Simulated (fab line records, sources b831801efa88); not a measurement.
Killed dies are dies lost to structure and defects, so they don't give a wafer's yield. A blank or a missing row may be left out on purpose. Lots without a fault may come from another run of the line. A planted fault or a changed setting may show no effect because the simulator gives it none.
A struck lot beside a sound one | flow sky130 | 14 steps out of a route of 708
Sound: wafers L401.2, L401.4, L401.6. Struck: wafers L395.2, L395.4, L395.5. The cause comes at the end.
At each step with rows: each side's tool, then ch and its chambers, then its first start. Under that, the readings that differ: sound wafers | struck wafers | difference of the means | sigmas: that difference in standard deviations of wafers without a fault.
alike: readings whose means differ by less than 2 such deviations, and words and numbers that are the same on both sides. not compared: withheld readings, readings that some wafer has no value for, bounds like >300 that may hide the same value, and numbers for which the record gives no deviation and whose values overlap.
The two part at a step that has a row with sigmas, a row that says differs or no value, or rows on one side only. Numbers that don't overlap but have no deviation are shown without sigmas and don't part them. A reading that every wafer of one side lacks parts them only if that side has two wafers or more.

first, 1 step without rows for these wafers: SKY_VT_ADJUST_PCH_IMPLANT_08.
SKY_VT_ADJUST_PCH_STRIP_09: strips in O2/N2.
  sound on plasma_asher-01 ch 0,1, day 16 20:32; struck on plasma_asher-04 ch 0,1, day 14 21:59
  alike: drypump_motor_current_A, oes_product_au, strip_time_to_endpoint_s
  not compared: rf_hours_counter_h
SKY_VT_ADJUST_PCH_TW_MEAS_10:
  sound on film_metro-03, day 16 20:38; struck on film_metro-01, day 14 22:05
  alike: VT_ADJUST_PCH_TW
then, 7 steps without rows for these wafers: SKY_SONOS_TUNNEL_DEHYDRATE_00 (time 60 s); SKY_SONOS_TUNNEL_HMDS_01 (prime time 60 s); SKY_SONOS_TUNNEL_COAT_02 (resist thk 1140 nm); SKY_SONOS_TUNNEL_SOFTBAKE_03 (time 60 s); SKY_SONOS_TUNNEL_EXPOSE_04 (exposes mask TUNM, target cd 410 nm); SKY_SONOS_TUNNEL_PEB_05; SKY_SONOS_TUNNEL_DEVELOP_06 (develop time 60 s).
SKY_SONOS_TUNNEL_CD_MEAS_07: target cd 410 nm.
  sound on cd_sem-01, day 18 02:07; struck on cd_sem-01, day 16 01:34
  alike: cd_nm
SKY_SONOS_TUNNEL_OVL_MEAS_08:
  sound on overlay-01, day 18 02:13; struck on overlay-02, day 16 01:41
  alike: SONOS_TUNNEL_OVL
SKY_SONOS_TUNNEL_IMPLANT_09:
  sound on implanter-03 ch 0, day 18 02:16; struck on implanter-04 ch 0, day 16 01:44
  reading                   | sound                | struck               | difference | sigmas
  beam_energy_keV           | 20.001 20.009 20.005 | 21.279 21.270 21.279 | +1.271     | +99 or more
  model.implant.rp_nm (nm)  | 66.84 66.84 66.84    | 72.2 72.2 72.2       | +5.4       |
  model.implant.drp_nm (nm) | 28.34 28.34 28.34    | 29.81 29.81 29.81    | +1.47      |
then, 1 step without rows for these wafers: SKY_SONOS_TUNNEL_WET_ETCH_10 (etches SiO2 in dHF, target depth 14 nm, time 280 s).

WHERE THEY PART
Only at SKY_SONOS_TUNNEL_IMPLANT_09, within this record.

WHY: what the simulator had put in
Process parameter drift: implanter-04, from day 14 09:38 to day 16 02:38, at SKY_SONOS_TUNNEL_IMPLANT_09. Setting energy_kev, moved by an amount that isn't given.
